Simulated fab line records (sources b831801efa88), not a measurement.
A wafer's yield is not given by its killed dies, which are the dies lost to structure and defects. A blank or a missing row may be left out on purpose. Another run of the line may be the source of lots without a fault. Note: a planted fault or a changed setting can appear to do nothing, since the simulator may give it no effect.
fab line records | flow gf180mcu
record lots=14 | wafers=42 | last-day=34
route steps=602 shown DNWELL@40 NWELL@52 MVSD@136 HV_LDD@213 CONTACT@311
lots untouched by any fault: they come from a run of this same line in which no faults occurred
start-h: hours from the record's first day to the start of the lot's first wafer shown | wait-h: time in hours since the lot's previous step | " identical to the entry in the row above | L1.1+2: several wafers, shown together as one row | - no value present, or no start provided | * or withheld: withheld | < > ~ a bound
route shown NAME@n: a module of which the file shows steps, and the number in the route of the first | usual: mean and standard deviation over wafers with no fault | same: alike in all rows | chamber/n: place in a boat | sites: readings site by site | _std_site: the standard deviation of these | _edge_site: mean of outer sites minus mean of inner sites | radius-mm: for every site, how far away it sits from the centre of the wafer | mask NAME#n: copy n | behind: the most recent tool/chamber to have shaped the wafer | hold: why the lot went on hold/how many hours it stayed there/how the hold came to an end | device: which transistor (n, p or np) failed to switch | end of line: the tests these same wafers got at the end of their route | where a step has no rows: the recipe by itself | killed: dies that structure and defects cost at the first sort, which is not the same as the wafer's yield | map: per-die view of a wafer (x killed, . not killed, _ where there is no die)
set.NAME: the run value of the setting; set.NAME@STEP: its run value at that earlier step | model.NAME: the simulator's own value behind a step, which no gauge read
steps of the route over a sample of lots; a table a step, a row a wafer
services: when a tool's chamber went out of use (start-h, in hours from the record's first day, below 0 if earlier), for how many hours, and the reason
## steps
# step GF_DNWELL_STRIP_08
# recipe chemistry=O2/N2 | power-w=1400 | pressure-mtorr=1500 | platen-temp-c=250 | o2-flow-sccm=3000 | n2-flow-sccm=300 | overash-fraction=0.5
# usual chamber-pressure-mTorr=1499.9/1.9 | drypump-motor-current-A=5.8/0.52 | heater-power-w=332/20 | oes-product-au=0.722/0.0047 | strip-time-to-endpoint-s=36.97/0.11
lot.wafer | tool            | chamber | start-h | wait-h | chamber-pressure-mTorr | drypump-motor-current-A | heater-power-w | oes-product-au | rf-hours-counter-h | strip-time-to-endpoint-s
L729.2    | plasma-asher-04 | 0       | 42.23   | 0.1    | 1498.7                 | 5.5                     | 319            | 0.725          | 38                 | 36.94
L729.3    | "               | 0       | "       | "      | 1500.3                 | 5.6                     | 319            | 0.725          | -                  | 36.95
L729.5    | "               | 0       | "       | "      | 1499.5                 | 5.5                     | 322            | 0.723          | -                  | 36.93
L735.3    | plasma-asher-04 | 1       | 74.38   | 0.1    | -                      | -                       | -              | -              | -                  | -
L735.5    | "               | 1       | "       | "      | -                      | -                       | -              | -              | -                  | -
L735.6    | "               | 0       | "       | "      | -                      | -                       | -              | -              | -                  | -
L736.1    | plasma-asher-03 | 0       | 84.40   | 0.1    | -                      | -                       | -              | -              | -                  | -
L736.3    | "               | 1       | "       | "      | -                      | -                       | -              | -              | -                  | -
L736.5    | "               | 0       | "       | "      | -                      | -                       | -              | -              | -                  | -
L738.2    | plasma-asher-04 | 1       | 100.58  | 0.1    | 1500.9                 | 5.5                     | 335            | 0.724          | 44                 | 36.82
L738.4    | "               | 0       | "       | "      | 1499.2                 | 5.5                     | 324            | 0.718          | -                  | 36.87
L738.5    | "               | 1       | "       | "      | 1499.3                 | 5.5                     | 339            | 0.729          | -                  | 36.89
L740.4    | plasma-asher-01 | 0       | 105.48  | 0.1    | 1501.1                 | 5.8                     | 316            | 0.726          | -                  | 37.07
L740.5    | "               | 0       | "       | "      | 1501.9                 | 5.8                     | 319            | 0.723          | -                  | 37.14
L740.6    | "               | 1       | "       | "      | 1499.1                 | 5.3                     | 347            | 0.726          | -                  | 37.18
L739.2    | plasma-asher-04 | 1       | 105.53  | 0.1    | 1498.6                 | 5.5                     | 342            | 0.717          | 45                 | 36.94
L739.5    | "               | 0       | "       | "      | 1499.8                 | 5.5                     | 317            | 0.720          | -                  | 37.03
L739.6    | "               | 1       | "       | "      | 1498.0                 | 5.5                     | 336            | 0.724          | -                  | 36.92
L741.1    | plasma-asher-03 | 0       | 113.18  | 0.1    | 1501.7                 | 5.7                     | 312            | 0.719          | 32                 | 36.96
L741.3    | "               | 1       | "       | "      | 1499.7                 | 6.8                     | 354            | 0.725          | -                  | 36.91
L741.4    | "               | 0       | "       | "      | 1501.1                 | 5.7                     | 317            | 0.718          | -                  | 37.12
L743.2    | plasma-asher-03 | 0       | 124.55  | 0.1    | 1500.9                 | 5.7                     | 310            | 0.722          | 33                 | 37.06
L743.5    | "               | 1       | "       | "      | 1499.0                 | 6.8                     | 350            | 0.722          | -                  | 36.94
L743.6    | "               | 0       | "       | "      | 1500.0                 | 5.8                     | 314            | 0.726          | -                  | 36.91
L744.3    | plasma-asher-03 | 0       | 126.53  | 0.1    | 1498.5                 | 5.7                     | 298            | 0.718          | -                  | 36.75
L744.4    | "               | 1       | "       | "      | 1498.4                 | 6.8                     | 357            | 0.718          | -                  | 36.74
L744.6    | "               | 0       | "       | "      | 1501.8                 | 5.8                     | 326            | 0.724          | -                  | 36.88
L745.2    | plasma-asher-03 | 1       | 132.10  | 0.1    | 1500.6                 | 6.8                     | 362            | 0.722          | 33                 | 37.10
L745.3    | "               | 0       | "       | "      | 1499.3                 | 5.8                     | 315            | 0.721          | -                  | 37.08
L745.5    | "               | 0       | "       | "      | 1499.3                 | 5.8                     | 319            | 0.719          | -                  | 37.08
L746.1    | plasma-asher-04 | 0       | 134.00  | 0.1    | 1501.5                 | 5.5                     | 311            | 0.729          | 1                  | 36.96
L746.2    | "               | 1       | "       | "      | 1499.1                 | 5.4                     | 313            | 0.719          | 1                  | 36.92
L746.4    | "               | 1       | "       | "      | 1499.4                 | 5.4                     | 323            | 0.722          | -                  | 36.84
L748.4    | plasma-asher-03 | 1       | 142.93  | 0.1    | 1500.2                 | 6.8                     | 361            | 0.717          | -                  | 36.91
L748.5    | "               | 0       | "       | "      | 1497.8                 | 5.7                     | 313            | 0.719          | -                  | 36.85
L748.6    | "               | 1       | "       | "      | 1498.2                 | 6.8                     | 352            | 0.718          | -                  | 36.97
L751.2    | plasma-asher-03 | 1       | 159.25  | 0.1    | 1502.2                 | 6.8                     | 354            | 0.721          | 36                 | 37.17
L751.3    | "               | 0       | "       | "      | 1499.1                 | 5.8                     | 317            | 0.718          | -                  | 37.15
L751.5    | "               | 1       | "       | "      | 1500.8                 | 6.8                     | 356            | 0.728          | -                  | 37.08
L752.3    | plasma-asher-01 | 0       | 163.59  | 0.1    | 1500.7                 | 5.7                     | 316            | 0.728          | -                  | 36.90
L752.4    | "               | 1       | "       | "      | 1500.8                 | 5.3                     | 358            | 0.718          | -                  | 36.92
L752.5    | "               | 0       | "       | "      | 1498.1                 | 5.8                     | 319            | 0.721          | -                  | 36.87
# step GF_NWELL_STRIP_10
# recipe chemistry=O2/N2 | power-w=1400 | pressure-mtorr=1500 | platen-temp-c=250 | o2-flow-sccm=3000 | n2-flow-sccm=300 | overash-fraction=0.5
# usual chamber-pressure-mTorr=1500.2/1.3 | drypump-motor-current-A=5.7/0.41 | heater-power-w=322/18 | oes-product-au=0.722/0.0044 | strip-time-to-endpoint-s=36.95/0.086
lot.wafer | tool            | chamber | start-h | wait-h | chamber-pressure-mTorr | drypump-motor-current-A | heater-power-w | oes-product-au | rf-hours-counter-h | strip-time-to-endpoint-s
L729.2    | plasma-asher-02 | 0       | 55.98   | 0.1    | 1500.0                 | 5.7                     | 315            | 0.720          | 39                 | 36.93
L729.3    | "               | 1       | "       | "      | 1499.8                 | 6.5                     | 305            | 0.726          | -                  | 37.00
L729.5    | "               | 0       | "       | "      | 1499.3                 | 5.7                     | 311            | 0.722          | -                  | 36.98
L735.3    | plasma-asher-04 | 1       | 87.35   | 0.1    | 1498.9                 | 5.4                     | 334            | 0.735          | -                  | 81.21
L735.5    | "               | 1       | "       | "      | 1499.8                 | 5.4                     | 323            | 0.739          | -                  | 81.25
L735.6    | "               | 0       | "       | "      | 1501.0                 | 5.5                     | 313            | 0.734          | -                  | 81.26
L736.1    | plasma-asher-04 | 0       | 97.53   | 0.1    | 1501.3                 | 5.5                     | 314            | 0.741          | 44                 | 81.43
L736.3    | "               | 1       | "       | "      | 1496.9                 | 5.4                     | 341            | 0.734          | -                  | 81.24
L736.5    | "               | 1       | "       | "      | 1501.7                 | 5.5                     | 346            | 0.743          | -                  | 81.16
L738.2    | plasma-asher-01 | 0       | 114.92  | 0.1    | 1499.6                 | 5.7                     | 315            | 0.718          | 47                 | 37.15
L738.4    | "               | 0       | "       | "      | 1499.6                 | 5.7                     | 316            | 0.725          | -                  | 37.16
L738.5    | "               | 1       | "       | "      | 1502.5                 | 5.3                     | 356            | 0.723          | -                  | 37.10
L740.4    | plasma-asher-01 | 1       | 120.36  | 0.1    | 1500.6                 | 5.4                     | 356            | 0.721          | -                  | 36.77
L740.5    | "               | 0       | "       | "      | 1500.6                 | 5.7                     | 318            | 0.733          | -                  | 36.82
L740.6    | "               | 1       | "       | "      | 1498.7                 | 5.3                     | 345            | 0.731          | -                  | 36.87
L739.2    | plasma-asher-02 | 1       | 120.43  | 0.1    | 1499.6                 | 6.5                     | 310            | 0.721          | 45                 | 36.83
L739.5    | "               | 1       | "       | "      | 1502.6                 | 6.5                     | 308            | 0.724          | -                  | 36.96
L739.6    | "               | 0       | "       | "      | 1499.4                 | 5.7                     | 313            | 0.730          | -                  | 36.92
L741.1    | plasma-asher-01 | 1       | 129.02  | 0.1    | 1503.0                 | 5.3                     | 349            | 0.718          | 49                 | 36.83
L741.3    | "               | 1       | "       | "      | 1500.6                 | 5.3                     | 355            | 0.725          | -                  | 36.91
L741.4    | "               | 0       | "       | "      | 1499.7                 | 5.7                     | 318            | 0.727          | -                  | 36.91
L743.2    | plasma-asher-02 | 1       | 140.02  | 0.1    | 1499.4                 | 6.5                     | 306            | 0.717          | 47                 | 36.94
L743.5    | "               | 1       | "       | "      | 1500.8                 | 6.5                     | 306            | 0.720          | -                  | 36.97
L743.6    | "               | 0       | "       | "      | 1498.3                 | 5.7                     | 314            | 0.720          | -                  | 36.92
L744.3    | plasma-asher-01 | 1       | 141.30  | 0.1    | 1500.0                 | 5.3                     | 352            | 0.722          | -                  | 36.95
L744.4    | "               | 0       | "       | "      | 1501.0                 | 5.8                     | 319            | 0.722          | -                  | 36.92
L744.6    | "               | 0       | "       | "      | 1503.2                 | 5.8                     | 312            | 0.723          | -                  | 36.93
L745.2    | plasma-asher-01 | 0       | 147.82  | 0.1    | 1500.1                 | 5.8                     | 316            | 0.723          | 51                 | 36.92
L745.3    | "               | 1       | "       | "      | 1498.9                 | 5.3                     | 352            | 0.718          | -                  | 36.92
L745.5    | "               | 1       | "       | "      | 1499.8                 | 5.3                     | 356            | 0.718          | -                  | 36.82
L746.1    | plasma-asher-02 | 1       | 149.67  | 0.1    | 1500.8                 | 6.5                     | 306            | 0.722          | 48                 | 36.84
L746.2    | "               | 0       | "       | "      | 1501.6                 | 5.7                     | 310            | 0.719          | 48                 | 36.96
L746.4    | "               | 1       | "       | "      | 1499.0                 | 6.5                     | 312            | 0.723          | -                  | 36.99
L748.4    | plasma-asher-02 | 1       | 158.95  | 0.1    | 1499.6                 | 6.5                     | 300            | 0.717          | -                  | 37.00
L748.5    | "               | 0       | "       | "      | 1499.7                 | 5.7                     | 309            | 0.728          | -                  | 37.03
L748.6    | "               | 1       | "       | "      | 1500.0                 | 6.5                     | 313            | 0.722          | -                  | 36.99
L751.2    | plasma-asher-01 | 1       | 175.63  | 0.1    | 1502.7                 | 5.3                     | 355            | 0.722          | 54                 | 37.08
L751.3    | "               | 0       | "       | "      | 1499.6                 | 5.8                     | 327            | 0.725          | -                  | 37.05
L751.5    | "               | 1       | "       | "      | 1500.7                 | 5.3                     | 344            | 0.725          | -                  | 37.02
L752.3    | plasma-asher-02 | 0       | 179.67  | 0.1    | 1500.3                 | 5.7                     | 311            | 0.722          | -                  | 36.87
L752.4    | "               | 1       | "       | "      | 1500.6                 | 6.5                     | 305            | 0.722          | -                  | 36.92
L752.5    | "               | 0       | "       | "      | 1501.9                 | 5.7                     | 312            | 0.725          | -                  | 36.93
# step GF_NWELL_TW_MEAS_11
# usual NWELL_TW=1570/16
lot.wafer | tool          | chamber | start-h | wait-h | NWELL_TW
L729.2    | film-metro-03 | -       | 56.09   | 0.1    | 1586
L729.3    | "             | -       | "       | "      | 1587
L729.5    | "             | -       | "       | "      | 1578
L735.3    | film-metro-03 | -       | 87.44   | 0.1    | 30
L735.5    | "             | -       | "       | "      | 30
L735.6    | "             | -       | "       | "      | 30
L736.1    | film-metro-03 | -       | 97.63   | 0.1    | 30
L736.3    | "             | -       | "       | "      | 30
L736.5    | "             | -       | "       | "      | 30
L738.2    | film-metro-01 | -       | 115.03  | 0.1    | 1565
L738.4    | "             | -       | "       | "      | 1578
L738.5    | "             | -       | "       | "      | 1566
L740.4    | film-metro-03 | -       | 120.46  | 0.1    | 1583
L740.5    | "             | -       | "       | "      | 1589
L740.6    | "             | -       | "       | "      | 1594
L739.2    | film-metro-01 | -       | 120.54  | 0.1    | 1573
L739.5    | "             | -       | "       | "      | 1568
L739.6    | "             | -       | "       | "      | 1571
L741.1    | film-metro-02 | -       | 129.12  | 0.1    | 1554
L741.3    | "             | -       | "       | "      | 1567
L741.4    | "             | -       | "       | "      | 1556
L743.2    | film-metro-02 | -       | 140.13  | 0.1    | 1554
L743.5    | "             | -       | "       | "      | 1559
L743.6    | "             | -       | "       | "      | 1549
L744.3    | film-metro-03 | -       | 141.39  | 0.1    | 1580
L744.4    | "             | -       | "       | "      | 1576
L744.6    | "             | -       | "       | "      | 1590
L745.2    | film-metro-03 | -       | 147.93  | 0.1    | 1570
L745.3    | "             | -       | "       | "      | 1576
L745.5    | "             | -       | "       | "      | 1565
L746.1    | film-metro-01 | -       | 149.77  | 0.1    | 1573
L746.2    | "             | -       | "       | "      | 1576
L746.4    | "             | -       | "       | "      | 1578
L748.4    | film-metro-02 | -       | 159.05  | 0.1    | 1546
L748.5    | "             | -       | "       | "      | 1547
L748.6    | "             | -       | "       | "      | 1550
L751.2    | film-metro-01 | -       | 175.75  | 0.1    | 1568
L751.3    | "             | -       | "       | "      | 1566
L751.5    | "             | -       | "       | "      | 1571
L752.3    | film-metro-02 | -       | 179.75  | 0.1    | 1545
L752.4    | "             | -       | "       | "      | 1543
L752.5    | "             | -       | "       | "      | 1540
# step GF_VT_IMPLANT_RS_MEAS_46
# recipe thk-meas-gauge=four-point-probe
# usual MVSD_RS=456.7/1.3
lot.wafer | tool          | chamber | start-h | wait-h | MVSD_RS[ohm/sq]
L729.2    | film-metro-02 | -       | 153.25  | 0.2    | 456.9
L729.3    | "             | -       | "       | "      | 455.9
L729.5    | "             | -       | "       | "      | 455.6
L735.3    | film-metro-02 | -       | 194.39  | 0.1    | 456.8
L735.5    | "             | -       | "       | "      | 456.9
L735.6    | "             | -       | "       | "      | 458.4
L736.1    | film-metro-01 | -       | 206.34  | 0.1    | 455.7
L736.3    | "             | -       | "       | "      | 456.4
L736.5    | "             | -       | "       | "      | 455.1
L738.2    | film-metro-01 | -       | 229.29  | 0.1    | 456.1
L738.4    | "             | -       | "       | "      | 456.9
L738.5    | "             | -       | "       | "      | 455.6
L740.4    | film-metro-03 | -       | 235.75  | 0.1    | 457.8
L740.5    | "             | -       | "       | "      | 459.3
L740.6    | "             | -       | "       | "      | 458.7
L739.2    | film-metro-02 | -       | 237.31  | 0.1    | 453.7
L739.5    | "             | -       | "       | "      | 455.1
L739.6    | "             | -       | "       | "      | 454.0
L741.1    | film-metro-02 | -       | 247.59  | 0.1    | 456.2
L741.3    | "             | -       | "       | "      | 455.5
L741.4    | "             | -       | "       | "      | 455.7
L743.2    | film-metro-03 | -       | 262.31  | 0.1    | 458.3
L743.5    | "             | -       | "       | "      | 458.6
L743.6    | "             | -       | "       | "      | 456.8
L744.3    | film-metro-03 | -       | 265.26  | 0.1    | 454.8
L744.4    | "             | -       | "       | "      | 456.5
L744.6    | "             | -       | "       | "      | 456.1
L745.2    | film-metro-03 | -       | 270.71  | 0.1    | 455.9
L745.3    | "             | -       | "       | "      | 456.4
L745.5    | "             | -       | "       | "      | 456.7
L746.1    | film-metro-03 | -       | 274.99  | 0.1    | 459.8
L746.2    | "             | -       | "       | "      | 457.3
L746.4    | "             | -       | "       | "      | 456.6
L748.4    | film-metro-01 | -       | 285.45  | 0.1    | 456.6
L748.5    | "             | -       | "       | "      | 455.3
L748.6    | "             | -       | "       | "      | 457.7
L751.2    | film-metro-01 | -       | 305.46  | 0.1    | 456.2
L751.3    | "             | -       | "       | "      | 457.2
L751.5    | "             | -       | "       | "      | 457.0
L752.3    | film-metro-01 | -       | 310.73  | 0.1    | 456.5
L752.4    | "             | -       | "       | "      | 455.5
L752.5    | "             | -       | "       | "      | 456.4
# step GF_HV_LDD_STRIP_37
# recipe chemistry=O2/N2 | power-w=1400 | pressure-mtorr=1500 | platen-temp-c=250 | o2-flow-sccm=3000 | n2-flow-sccm=300 | overash-fraction=0.5
# usual chamber-pressure-mTorr=1500.3/1.4 | drypump-motor-current-A=5.8/0.48 | heater-power-w=327/20 | oes-product-au=0.716/0.0047 | strip-time-to-endpoint-s=12.62/0.035
lot.wafer | tool            | chamber | start-h | wait-h | chamber-pressure-mTorr | drypump-motor-current-A | heater-power-w | oes-product-au | rf-hours-counter-h | strip-time-to-endpoint-s
L729.2    | plasma-asher-01 | 1       | 248.85  | 0.1    | 1502.4                 | 5.3                     | 358            | 0.714          | 62                 | 12.64
L729.3    | "               | 0       | "       | "      | 1498.7                 | 5.8                     | 315            | 0.716          | -                  | 12.61
L729.5    | "               | 1       | "       | "      | 1500.0                 | 5.3                     | 361            | 0.710          | -                  | 12.63
L735.3    | plasma-asher-01 | 1       | 295.72  | 0.1    | 1500.6                 | 5.3                     | 352            | 0.716          | -                  | 12.63
L735.5    | "               | 0       | "       | "      | 1501.3                 | 5.8                     | 318            | 0.718          | -                  | 12.62
L735.6    | "               | 1       | "       | "      | 1500.7                 | 5.3                     | 352            | 0.718          | -                  | 12.64
L736.1    | plasma-asher-03 | 1       | 309.00  | 0.1    | 1500.6                 | 6.7                     | 365            | 0.721          | 52                 | 12.65
L736.3    | "               | 0       | "       | "      | 1499.2                 | 5.8                     | 320            | 0.710          | -                  | 12.65
L736.5    | "               | 0       | "       | "      | 1500.6                 | 5.8                     | 320            | 0.715          | -                  | 12.63
L738.2    | plasma-asher-04 | 0       | 340.43  | 0.1    | 1499.7                 | 5.5                     | 305            | 0.717          | 22                 | 12.68
L738.4    | "               | 0       | "       | "      | 1499.9                 | 5.5                     | 300            | 0.722          | -                  | 12.65
L738.5    | "               | 1       | "       | "      | 1499.1                 | 5.4                     | 318            | 0.724          | -                  | 12.64
L740.4    | plasma-asher-03 | 0       | 342.78  | 0.1    | 1499.8                 | 5.8                     | 317            | 0.718          | -                  | 12.63
L740.5    | "               | 1       | "       | "      | 1500.2                 | 6.8                     | 357            | 0.717          | -                  | 12.66
L740.6    | "               | 0       | "       | "      | 1498.9                 | 5.7                     | 314            | 0.712          | -                  | 12.66
L739.2    | plasma-asher-04 | 0       | 347.71  | 0.1    | 1500.2                 | 5.5                     | 311            | 0.707          | 23                 | 12.62
L739.5    | "               | 1       | "       | "      | 1499.9                 | 5.4                     | 311            | 0.723          | -                  | 12.60
L739.6    | "               | 0       | "       | "      | 1498.5                 | 5.5                     | 311            | 0.718          | -                  | 12.61
L741.1    | plasma-asher-01 | 1       | 357.10  | 0.1    | 1499.0                 | 5.3                     | 356            | 0.709          | 72                 | 12.56
L741.3    | "               | 1       | "       | "      | 1502.7                 | 5.3                     | 350            | 0.707          | -                  | 12.55
L741.4    | "               | 0       | "       | "      | 1502.1                 | 5.7                     | 322            | 0.716          | -                  | 12.57
L743.2    | plasma-asher-03 | 0       | 372.40  | 0.1    | 1501.0                 | 5.8                     | 304            | 0.720          | 58                 | 12.57
L743.5    | "               | 1       | "       | "      | 1499.8                 | 6.8                     | 354            | 0.716          | -                  | 12.58
L743.6    | "               | 0       | "       | "      | 1500.5                 | 5.8                     | 312            | 0.709          | -                  | 12.58
L744.3    | plasma-asher-03 | 0       | 376.77  | 0.1    | 1499.6                 | 5.8                     | 312            | 0.712          | -                  | 12.62
L744.4    | "               | 1       | "       | "      | 1501.5                 | 6.8                     | 353            | 0.711          | -                  | 12.60
L744.6    | "               | 0       | "       | "      | 1499.4                 | 5.8                     | 313            | 0.722          | -                  | 12.56
L745.2    | plasma-asher-01 | 0       | 386.63  | 0.1    | 1500.2                 | 5.7                     | 315            | 0.716          | 75                 | 12.60
L745.3    | "               | 1       | "       | "      | 1500.6                 | 5.3                     | 366            | 0.716          | -                  | 12.62
L745.5    | "               | 0       | "       | "      | 1502.0                 | 5.7                     | 312            | 0.712          | -                  | 12.58
L746.1    | plasma-asher-03 | 1       | 392.35  | 0.1    | 1500.1                 | 6.8                     | 353            | 0.723          | 60                 | 12.51
L746.2    | "               | 0       | "       | "      | 1500.1                 | 5.8                     | 314            | 0.716          | 60                 | 12.56
L746.4    | "               | 0       | "       | "      | 1501.0                 | 5.8                     | 310            | 0.717          | -                  | 12.53
L748.4    | plasma-asher-04 | 0       | 404.44  | 0.1    | 1499.5                 | 5.5                     | 309            | 0.710          | -                  | 12.64
L748.5    | "               | 1       | "       | "      | 1500.4                 | 5.4                     | 317            | 0.711          | -                  | 12.62
L748.6    | "               | 0       | "       | "      | 1501.9                 | 5.5                     | 303            | 0.716          | -                  | 12.61
L751.2    | plasma-asher-04 | 1       | 429.48  | 0.1    | 1497.9                 | 5.4                     | 314            | 0.720          | 31                 | 12.68
L751.3    | "               | 0       | "       | "      | 1499.0                 | 5.5                     | 310            | 0.716          | -                  | 12.66
L751.5    | "               | 1       | "       | "      | 1498.0                 | 5.4                     | 318            | 0.724          | -                  | 12.64
L752.3    | plasma-asher-04 | 1       | 440.88  | 0.1    | 1498.7                 | 5.4                     | 319            | 0.713          | -                  | 12.63
L752.4    | "               | 0       | "       | "      | 1502.6                 | 5.5                     | 311            | 0.707          | -                  | 12.59
L752.5    | "               | 0       | "       | "      | 1498.7                 | 5.5                     | 303            | 0.717          | -                  | 12.63
# step GF_CONTACT_CVD_24
# recipe material=W | target-thk-nm=300 | time-s=90.339 | temp-c=400 | pressure-torr=40
# usual heater-power-w=890/80
# same time-s=90.339
lot.wafer | tool     | chamber | start-h | wait-h | heater-power-w
L729.2    | cvd-w-02 | 0       | 355.27  | 0.0    | 888
L729.3    | "        | 1       | "       | "      | 1026
L729.5    | "        | 0       | "       | "      | 896
L735.3    | cvd-w-02 | 0       | 412.99  | 0.1    | 897
L735.5    | "        | 1       | "       | "      | 998
L735.6    | "        | 0       | "       | "      | 915
L736.1    | cvd-w-02 | 0       | 430.82  | 0.0    | 909
L736.3    | "        | 1       | "       | "      | 1013
L736.5    | "        | 1       | "       | "      | 1005
L738.2    | cvd-w-01 | 1       | 460.96  | 0.0    | 839
L738.4    | "        | 0       | "       | "      | 788
L738.5    | "        | 0       | "       | "      | 791
L740.4    | cvd-w-01 | 0       | 462.02  | 0.1    | 796
L740.5    | "        | 1       | "       | "      | 828
L740.6    | "        | 0       | "       | "      | 798
L739.2    | cvd-w-01 | 0       | 468.13  | 0.0    | 790
L739.5    | "        | 1       | "       | "      | 843
L739.6    | "        | 0       | "       | "      | 804
L741.1    | cvd-w-02 | 1       | 483.08  | 0.0    | 1028
L741.3    | "        | 0       | "       | "      | 923
L741.4    | "        | 1       | "       | "      | 1024
L743.2    | cvd-w-02 | 0       | 495.21  | 0.1    | 908
L743.5    | "        | 0       | "       | "      | 911
L743.6    | "        | 0       | "       | "      | 893
L744.3    | cvd-w-01 | 0       | 500.71  | 0.1    | 802
L744.4    | "        | 1       | "       | "      | 838
L744.6    | "        | 0       | "       | "      | 781
L745.2    | cvd-w-02 | 0       | 512.52  | 0.0    | 893
L745.3    | "        | 1       | "       | "      | 1018
L745.5    | "        | 0       | "       | "      | 902
L746.1    | cvd-w-01 | 0       | 517.92  | 0.0    | 817
L746.2    | "        | 0       | "       | "      | 821
L746.4    | "        | 0       | "       | "      | 800
L748.4    | cvd-w-01 | 0       | 528.94  | 0.1    | 793
L748.5    | "        | 0       | "       | "      | 798
L748.6    | "        | 1       | "       | "      | 837
L751.2    | cvd-w-01 | 0       | 553.78  | 0.0    | 809
L751.3    | "        | 0       | "       | "      | 797
L751.5    | "        | 1       | "       | "      | 839
L752.3    | cvd-w-02 | 1       | 564.16  | 0.1    | 1040
L752.4    | "        | 0       | "       | "      | 930
L752.5    | "        | 0       | "       | "      | 931
## services
tool            | chamber | start-h | hours | kind
cvd-w-01        | -       | 45.56   | 6.0   | pm
plasma-asher-03 | -       | 98.06   | 2.1   | repair
plasma-asher-04 | -       | 108.75  | 9.0   | pm
plasma-asher-04 | -       | 212.70  | 17.5  | pm
plasma-asher-04 | -       | 244.05  | 1.3   | repair
plasma-asher-03 | -       | 255.79  | 1.2   | repair
plasma-asher-03 | -       | 261.26  | 0.7   | repair
plasma-asher-01 | -       | 299.68  | 14.6  | pm
plasma-asher-04 | -       | 302.50  | 2.8   | pm
plasma-asher-01 | -       | 314.28  | 2.8   | pm
plasma-asher-01 | -       | 323.08  | 2.9   | repair
plasma-asher-03 | -       | 328.38  | 2.8   | pm
plasma-asher-03 | -       | 332.94  | 2.3   | repair
plasma-asher-04 | -       | 353.10  | 3.6   | repair
plasma-asher-01 | -       | 361.16  | 1.3   | repair
plasma-asher-04 | -       | 414.69  | 6.6   | repair
plasma-asher-01 | -       | 421.25  | 9.0   | pm
plasma-asher-03 | -       | 428.83  | 2.8   | repair
plasma-asher-03 | -       | 429.86  | 11.1  | repair
plasma-asher-04 | -       | 469.00  | 11.4  | repair
plasma-asher-01 | -       | 470.18  | 7.7   | repair
plasma-asher-04 | -       | 483.19  | 13.0  | repair
plasma-asher-01 | -       | 521.62  | 21.6  | repair
plasma-asher-01 | -       | 560.86  | 1.8   | repair
## key
first-sign step=GF_DNWELL_STRIP_08 | reading=tool-record | direction=missing
effect step=GF_NWELL_STRIP_10 | reading=strip-time-to-endpoint-s | direction=up | sigmas=99+ | usual=* | struck=*
effect step=GF_NWELL_TW_MEAS_11 | reading=NWELL_TW | direction=down | sigmas=97 | usual=1570 | struck=30
met-at GF_DNWELL_STRIP_08
struck-lots L735,L736
rows-end L735.3,L735.5,L735.6
sort-left-out L736.1,L736.3,L736.5
tester-left-out L736
not-acting-at GF_VT_IMPLANT_RS_MEAS_46,GF_HV_LDD_STRIP_37,GF_CONTACT_CVD_24
onset-between 42.23 74.38
fault kind=skipped-step-whole | tool=plasma-asher-03,plasma-asher-04 | chamber=- | onset-h=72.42 | steps=GF_DNWELL_STRIP_08 | scope=struck-lots-only
# tester-left-out: of these lots the tester's yield and bins aren't shown, on N5 and GAA mostly nor the transistor test; their killed dies are dies lost to structure and defects alone, not to doping, threshold or leakage, so they don't give the yield
# sort-left-out: the simulated sort isn't trusted on such a fault, so these wafers' sort isn't shown, and their yield isn't known
# rows-end: these wafers met a further fault down the route, and their rows from its step on are left out
